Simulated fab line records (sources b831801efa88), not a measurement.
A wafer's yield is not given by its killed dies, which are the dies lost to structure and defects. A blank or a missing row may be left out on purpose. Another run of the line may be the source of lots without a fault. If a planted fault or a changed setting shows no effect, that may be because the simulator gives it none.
8D (eight disciplines) problem report, filled in by code + flow sfqLine + the parts of the form that need people (team, actions taken, sign-off) are left out

== 1. WHAT IS WRONG ==
Across 5 wafers from 3 lots, M0_NB_RS at SFQ_M0_RS_MEAS_904 averages 0.544 ohm/sq, while fault-free wafers read 0.885 ohm/sq with a standard deviation of 0.0092. That is -37 standard deviations from the usual mean.
The step: measures by four-point-probe.
First seen on wafer L657.2, day 12 05:23, on filmMetro-03. The record holds 45 wafers of 15 lots with a number at this step. Rule for "out" (also "out of limits"): further than 4 standard deviations from the usual mean. Any other wafer with a number is counted as sound.

== 2. WHAT IT IS, WHAT IT ISN'T ==
| question                    | is                                     | is not                                                                                                   |
|-----------------------------|----------------------------------------|----------------------------------------------------------------------------------------------------------|
| which readings at this step | M0_NB_RS                               | -                                                                                                        |
| which lots                  | L657, L658, L659                       | L643, L644, L645, L647, L648, L649, L650, L660, L661, L662, L664, L666                                   |
| which wafers of those lots  | L657.2, L657.3, L658.3, L659.2, L659.3 | L657.6, L658.4, L658.5, L659.6                                                                           |
| read on which gauges        | filmMetro-03, filmMetro-04             | filmMetro-01                                                                                             |
| when                        | from day 12 05:23                      | up to then (22 sound wafers); but 18 sound wafers of L658, L659, L660, L661, L662, L664, L666 came after |

== 3. THE SUSPECTS, EACH WITH WHAT RULES IT OUT ==
Counting: a tool at a process step up to the reading stays a suspect if it ran every lot that is out. Sound lots after the first of them don't rule it out here, since some wafers of a struck lot are sound.
- ruled out: the gauge at SFQ_M0_RS_MEAS_904. 2 gauges (filmMetro-03, filmMetro-04) read the wafers that are out.
- pvdSputter-03 at SFQ_TRILAYER_M0_DEP_SPUTTER_019 (material Nb, target thk 200 nm, time 133.3 s): kept. Every lot that is out went through it, the first being L657 (day 12 05:16); the last sound lot it ran before that was L650 (day 10 11:17).
Left after counting: pvdSputter-03 at SFQ_TRILAYER_M0_DEP_SPUTTER_019.

== 4. THE CAUSE (what the simulator had put in) ==
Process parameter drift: pvdSputter-03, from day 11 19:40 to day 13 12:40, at SFQ_TRILAYER_M0_DEP_SPUTTER_019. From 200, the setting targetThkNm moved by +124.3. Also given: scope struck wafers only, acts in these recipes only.
After counting, this tool was the only one left.

== 5. SEQUENCE OF EFFECTS, ordered by route ==
One row per reading whose mean, taken over the struck wafers that have a number, lies over 3 standard deviations from the usual. Readings are gone through only where the record gives a usual standard deviation; hours: the median, over the lots, of the time from a lot's start at the first step in this table giving one to that lot's start at this step; sigmas: the change measured in usual standard deviations.
| hours | step                                | reading      | usual        | on struck wafers | change | sigmas |
|-------|-------------------------------------|--------------|--------------|------------------|--------|--------|
| 0     | SFQ_M0_RS_MEAS_904                  | M0_NB_RS     | 0.885 ohm/sq | 0.544            | -0.341 | -37    |
| 131   | SFQ_TRILAYER_M0_ETCH_METAL_ETCH_024 | oesProductAu | 0.896 a.u.   | 0.999            | +0.103 | +14    |
Here are the process steps it includes:
- SFQ_TRILAYER_M0_ETCH_METAL_ETCH_024: etches Nb in Cl2/Ar, stops on SiO2, target depth 240 nm, time 120 s.

== 6. WHAT WOULD HAVE CAUGHT IT SOONER ==
Counted from the fault's start at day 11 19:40, it took 10 hours until the first out-of-limits reading at a measuring or inspecting step in this record, taken at day 12 05:23.
Tool readings at SFQ_TRILAYER_M0_DEP_SPUTTER_019 with a usual standard deviation given in the record: none out on any struck wafer, hence no alarm at a limit of 4 standard deviations on them.
Among the 3 lots that are out, L658, L659 began SFQ_TRILAYER_M0_DEP_SPUTTER_019 on pvdSputter-03 after day 12 05:23. A hold on the tool at that time would have spared those 2.
